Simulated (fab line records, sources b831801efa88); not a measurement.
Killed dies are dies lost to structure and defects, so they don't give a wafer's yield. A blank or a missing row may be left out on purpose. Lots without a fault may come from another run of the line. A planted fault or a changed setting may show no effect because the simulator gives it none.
A struck lot beside a sound one | flow sfq_line | 42 steps out of a route of 325
Sound: wafers L369.1, L369.3, L369.5. Struck: wafers L362.1, L362.2. The cause comes at the end.
At each step with rows: each side's tool, then ch and its chambers, then its first start. Under that, the readings that differ: sound wafers | struck wafers | difference of the means | sigmas: that difference in standard deviations of wafers without a fault.
alike: readings whose means differ by less than 2 such deviations, and words and numbers that are the same on both sides. not compared: withheld readings, readings that some wafer has no value for, bounds like >300 that may hide the same value, and numbers for which the record gives no deviation and whose values overlap.
The two part at a step that has a row with sigmas, a row that says differs or no value, or rows on one side only. Numbers that don't overlap but have no deviation are shown without sigmas and don't part them. A reading that every wafer of one side lacks parts them only if that side has two wafers or more.

first, 6 steps without rows for these wafers: SFQ_TRILAYER_I1_VIA_LITHO_COAT_054 (resist thk 62 nm); SFQ_TRILAYER_I1_VIA_LITHO_COAT_049 (resist thk 650 nm); SFQ_TRILAYER_I1_VIA_LITHO_SOFTBAKE_053; SFQ_TRILAYER_I1_VIA_LITHO_EXPOSE_050 (exposes mask I1, target cd 500 nm); SFQ_TRILAYER_I1_VIA_LITHO_PEB_052 (peb time 60 s); SFQ_TRILAYER_I1_VIA_LITHO_DEVELOP_051 (time 60 s).
SFQ_I1_OVL_MEAS_913:
  sound on overlay-01, day 25 20:44; struck on overlay-01, day 22 11:33
  alike: I1_OVL
then, 2 steps without rows for these wafers: SFQ_TRILAYER_I1_VIA_BARC_OPEN_VIA_ETCH_071 (etches BARC in O2, target depth 125 nm, time 41.7 s); SFQ_TRILAYER_I1_VIA_ETCH_VIA_ETCH_052 (etches SiO2 in CHF3, stops on Nb, target depth 260 nm).
SFQ_TRILAYER_I1_VIA_STRIP_STRIP_053: strips in O2.
  sound on rie_metal-01 ch 0,1, day 25 20:56; struck on rie_metal-03 ch 0,1, day 22 11:44
  alike: drypump_motor_current_A, oes_product_au
  not compared: rf_hours_counter_h
then, 2 steps without rows for these wafers: SFQ_TRILAYER_I1_VIA_STRIP_SOLV_CLEAN_054 (cleans in NMP, time 600 s); SFQ_TRILAYER_M2_DEP_PRE_CLEAN_056 (time 22.5 s).
SFQ_TRILAYER_M2_DEP_SPUTTER_055: material Nb, target thk 200 nm, time 133.3 s.
  sound on pvd_sputter-06, day 25 21:44; struck on pvd_sputter-04, day 22 12:34
  reading                                             | sound           | struck      | difference | sigmas
  model.Nb_of_TRILAYER_M2_DEP_SPUTTER_055.thk_nm (nm) | 198 196.9 198.7 | 215.9 212.9 | +16.5      |
  alike: resputter_cathode_voltage_v, throttle_valve_pct
SFQ_M2_RS_MEAS_914: measures by four-point-probe.
  sound on film_metro-02, day 25 21:50; struck on film_metro-03, day 22 12:39
  reading           | sound             | struck      | difference | sigmas
  M2_NB_RS (ohm/sq) | 0.900 0.904 0.897 | 0.824 0.836 | -0.070     | -7
then, 6 steps without rows for these wafers: SFQ_TRILAYER_M2_LITHO_COAT_062 (resist thk 62 nm); SFQ_TRILAYER_M2_LITHO_COAT_057 (resist thk 600 nm); SFQ_TRILAYER_M2_LITHO_SOFTBAKE_061; SFQ_TRILAYER_M2_LITHO_EXPOSE_058 (exposes mask M2, target cd 500 nm); SFQ_TRILAYER_M2_LITHO_PEB_060 (peb time 60 s); SFQ_TRILAYER_M2_LITHO_DEVELOP_059 (time 60 s).
-- the record jumps here: 6 days lie between the struck wafers' starts before and after --
SFQ_M2_OVL_MEAS_916:
  sound on overlay-02, day 32 12:49; struck on overlay-02, day 28 17:50
  alike: M2_OVL
SFQ_TRILAYER_M2_BARC_OPEN_METAL_ETCH_077: etches BARC in O2, target depth 125 nm, time 41.7 s.
  sound on rie_metal-04 ch 0, day 32 12:51; struck on rie_metal-02 ch 0,1, day 28 17:52
  alike: drypump_motor_current_A, oes_product_au
  not compared: rf_hours_counter_h
SFQ_TRILAYER_M2_ETCH_METAL_ETCH_060: etches Nb in Cl2/Ar, stops on SiO2, target depth 240 nm, time 120 s.
  sound on rie_metal-04 ch 0, day 32 12:55; struck on rie_metal-02 ch 0,1, day 28 17:56
  reading               | sound             | struck      | difference | sigmas
  oes_product_au (a.u.) | 0.891 0.890 0.886 | 0.946 0.924 | +0.046     | +7
  alike: drypump_motor_current_A
  not compared: rf_hours_counter_h
SFQ_TRILAYER_M2_STRIP_STRIP_061: strips in O2.
  sound on rie_metal-04 ch 0, day 32 13:02; struck on rie_metal-02 ch 0,1, day 28 18:04
  alike: drypump_motor_current_A, oes_product_au
  not compared: rf_hours_counter_h
then, 1 step without rows for these wafers: SFQ_TRILAYER_M2_STRIP_SOLV_CLEAN_062 (cleans in NMP, time 600 s).
SFQ_TRILAYER_I2_DEP_PECVD_063: deposits SiO2 from SiH4/N2O, time 111.11 s, target thk 500 nm.
  sound on pecvd-03 ch 0,2, day 32 13:49; struck on pecvd-02 ch 1,2, day 28 18:50
  alike: chamber_pressure_Torr, heater_power_w, throttle_valve_pct
then, 1 step without rows for these wafers: SFQ_TRILAYER_I2_CMP_CMP_064 (polishes SiO2).
SFQ_I2_BOW_MEAS_917:
  sound on film_metro-03, day 32 21:29; struck on film_metro-04, day 28 23:45
  alike: I2_BOW
SFQ_TRILAYER_I2_METRO_MEASURE_065:
  sound on film_metro-03, day 32 21:36; struck on film_metro-04, day 28 23:52
  alike: thk_nm
then, 6 steps without rows for these wafers: SFQ_TRILAYER_I2_VIA_LITHO_COAT_072 (resist thk 62 nm); SFQ_TRILAYER_I2_VIA_LITHO_COAT_067 (resist thk 650 nm); SFQ_TRILAYER_I2_VIA_LITHO_SOFTBAKE_071; SFQ_TRILAYER_I2_VIA_LITHO_EXPOSE_068 (exposes mask I2, target cd 500 nm); SFQ_TRILAYER_I2_VIA_LITHO_PEB_070 (peb time 60 s); SFQ_TRILAYER_I2_VIA_LITHO_DEVELOP_069 (time 60 s).
-- the record jumps here: 7 days lie between the struck wafers' starts before and after --
SFQ_I2_OVL_MEAS_918:
  sound on overlay-01, day 39 04:12; struck on overlay-02, day 35 21:00
  alike: I2_OVL
then, 5 steps without rows for these wafers: SFQ_TRILAYER_I2_VIA_BARC_OPEN_VIA_ETCH_096 (etches BARC in O2, target depth 125 nm, time 41.7 s); SFQ_TRILAYER_I2_VIA_ETCH_VIA_ETCH_070 (etches SiO2 in CHF3, stops on Nb, target depth 260 nm); SFQ_TRILAYER_I2_VIA_STRIP_STRIP_071 (strips in O2); SFQ_TRILAYER_I2_VIA_STRIP_SOLV_CLEAN_072 (cleans in NMP, time 600 s); SFQ_TRILAYER_M3_DEP_PRE_CLEAN_074 (time 22.5 s).
-- the record jumps here: 51 days lie between the struck wafers' starts before and after --
SFQ_M8_BOW_MEAS_951:
  sound on film_metro-04, day 92 08:38; struck on film_metro-02, day 86 17:47
  reading                 | sound                | struck        | difference | sigmas
  model.etest.m2.ohm_um   | 1.796 1.807 1.786    | 1.631 1.658   | -0.152     |
  model.etest.i1.link_ohm | 1.985 1.995 1.976    | 1.884 1.911   | -0.088     |
  model.etest.m2.ohm_sq   | 0.8994 0.9042 0.8964 | 0.8247 0.8364 | -0.0695    |
  model.etest.i2.link_ohm | 1.973 1.985 1.977    | 1.876 1.9     | -0.090     |
  alike: M8_BOW

WHERE THEY PART
First at SFQ_M2_RS_MEAS_914; last, within this record, at SFQ_TRILAYER_M2_ETCH_METAL_ETCH_060. Later steps at which nothing parts them and some readings are alike: SFQ_TRILAYER_M2_STRIP_STRIP_061, SFQ_TRILAYER_I2_DEP_PECVD_063, SFQ_I2_BOW_MEAS_917, SFQ_TRILAYER_I2_METRO_MEASURE_065, SFQ_I2_OVL_MEAS_918, SFQ_M8_BOW_MEAS_951.

WHY: what the simulator had put in
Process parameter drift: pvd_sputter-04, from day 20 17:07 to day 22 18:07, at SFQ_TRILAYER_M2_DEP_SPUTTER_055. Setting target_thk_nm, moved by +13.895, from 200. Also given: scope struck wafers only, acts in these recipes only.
